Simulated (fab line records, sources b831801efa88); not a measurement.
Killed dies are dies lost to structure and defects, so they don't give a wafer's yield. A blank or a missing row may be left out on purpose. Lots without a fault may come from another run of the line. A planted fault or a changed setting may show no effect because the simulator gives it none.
A struck lot beside a sound one | flow sky130 | 17 steps out of a route of 708
Sound: wafers L102.1, L102.5, L102.6. Struck: wafers L116.1, L116.3, L116.4. The cause comes at the end.
At each step with rows: each side's tool, then ch and its chambers, then its first start. Under that, the readings that differ: sound wafers | struck wafers | difference of the means | sigmas: that difference in standard deviations of wafers without a fault.
alike: readings whose means differ by less than 2 such deviations, and words and numbers that are the same on both sides. not compared: withheld readings, readings that some wafer has no value for, bounds like >300 that may hide the same value, and numbers for which the record gives no deviation and whose values overlap.
The two part at a step that has a row with sigmas, a row that says differs or no value, or rows on one side only. Numbers that don't overlap but have no deviation are shown without sigmas and don't part them. A reading that every wafer of one side lacks parts them only if that side has two wafers or more.

SKY_LDD_HVN_OVL_MEAS_07:
  sound on overlay-01, day 20 16:29; struck on overlay-01, day 25 13:23
  alike: LDD_HVN_OVL
then, 1 step without rows for these wafers: SKY_LDD_HVN_IMPLANT_08.
SKY_LDD_HVN_STRIP_09: strips in O2/N2.
  sound on plasma_asher-04 ch 0,1, day 20 16:41; struck on plasma_asher-04 ch 0,1, day 25 13:34
  alike: drypump_motor_current_A, n2_flow_sccm, oes_product_au, strip_time_to_endpoint_s
  not compared: rf_hours_counter_h
SKY_LDD_HVN_TW_MEAS_10:
  sound on film_metro-04, day 20 16:47; struck on film_metro-03, day 25 13:40
  alike: LDD_HVN_TW
then, 7 steps without rows for these wafers: SKY_LDD_HVP_DEHYDRATE_00 (time 60 s); SKY_LDD_HVP_HMDS_01 (prime time 60 s); SKY_LDD_HVP_COAT_02 (resist thk 300 nm); SKY_LDD_HVP_SOFTBAKE_03 (time 60 s); SKY_LDD_HVP_EXPOSE_04 (exposes mask HVPTM, target cd 700 nm); SKY_LDD_HVP_PEB_05; SKY_LDD_HVP_DEVELOP_06 (develop time 60 s).
SKY_LDD_HVP_OVL_MEAS_07:
  sound on overlay-02, day 21 23:07; struck on overlay-01, day 26 19:29
  alike: LDD_HVP_OVL
SKY_LDD_HVP_IMPLANT_08:
  sound on implanter-03 ch 0, day 21 23:10; struck on implanter-04 ch 0, day 26 19:32
  reading                   | sound                | struck               | difference | sigmas
  beam_energy_keV           | 19.990 19.997 19.996 | 17.363 17.374 17.376 | -2.623     | -99 or more
  model.implant.rp_nm (nm)  | 61.27 61.27 61.27    | 55.95 55.95 55.95    | -5.32      |
  model.implant.drp_nm (nm) | 28.53 28.53 28.53    | 25.8 25.8 25.8       | -2.7       |
SKY_LDD_HVP_STRIP_09: strips in O2/N2.
  sound on plasma_asher-01 ch 0,1, day 21 23:19; struck on plasma_asher-01 ch 0,1, day 26 19:41
  alike: drypump_motor_current_A, n2_flow_sccm, oes_product_au, strip_time_to_endpoint_s
  not compared: rf_hours_counter_h
SKY_LDD_HVP_TW_MEAS_10:
  sound on film_metro-04, day 21 23:25; struck on film_metro-04, day 26 19:47
  reading    | sound             | struck            | difference | sigmas
  LDD_HVP_TW | 457.0 458.4 456.0 | 444.8 445.5 444.6 | -12.2      | -4
then, 1 step without rows for these wafers: SKY_LDD_LDN_DEHYDRATE_00 (time 60 s).
-- the record jumps here: 22 days lie between the struck wafers' starts before and after (it left off in module LDD_LDN and takes up again in module PAD_OPEN, whose first step shown is number 708 of the route) --
SKY_PAD_OPEN_PROBE_99:
  sound on prober-02, day 46 04:08; struck on prober-02, day 49 06:44
  alike: killed_at_M0_to_M3, killed_at_M4_up, killed_at_contacts, killed_at_front_end, killed_at_other, killed_dies, killed_open, killed_short
  not compared: model.etest.tip_p_5v.rs_ohm_sq

WHERE THEY PART
First at SKY_LDD_HVP_IMPLANT_08; last, within this record, at SKY_LDD_HVP_TW_MEAS_10. Later steps at which nothing parts them and some readings are alike: SKY_PAD_OPEN_PROBE_99.

WHY: what the simulator had put in
Process parameter drift: implanter-04, from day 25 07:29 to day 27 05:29, at SKY_LDD_HVP_IMPLANT_08. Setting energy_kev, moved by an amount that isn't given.
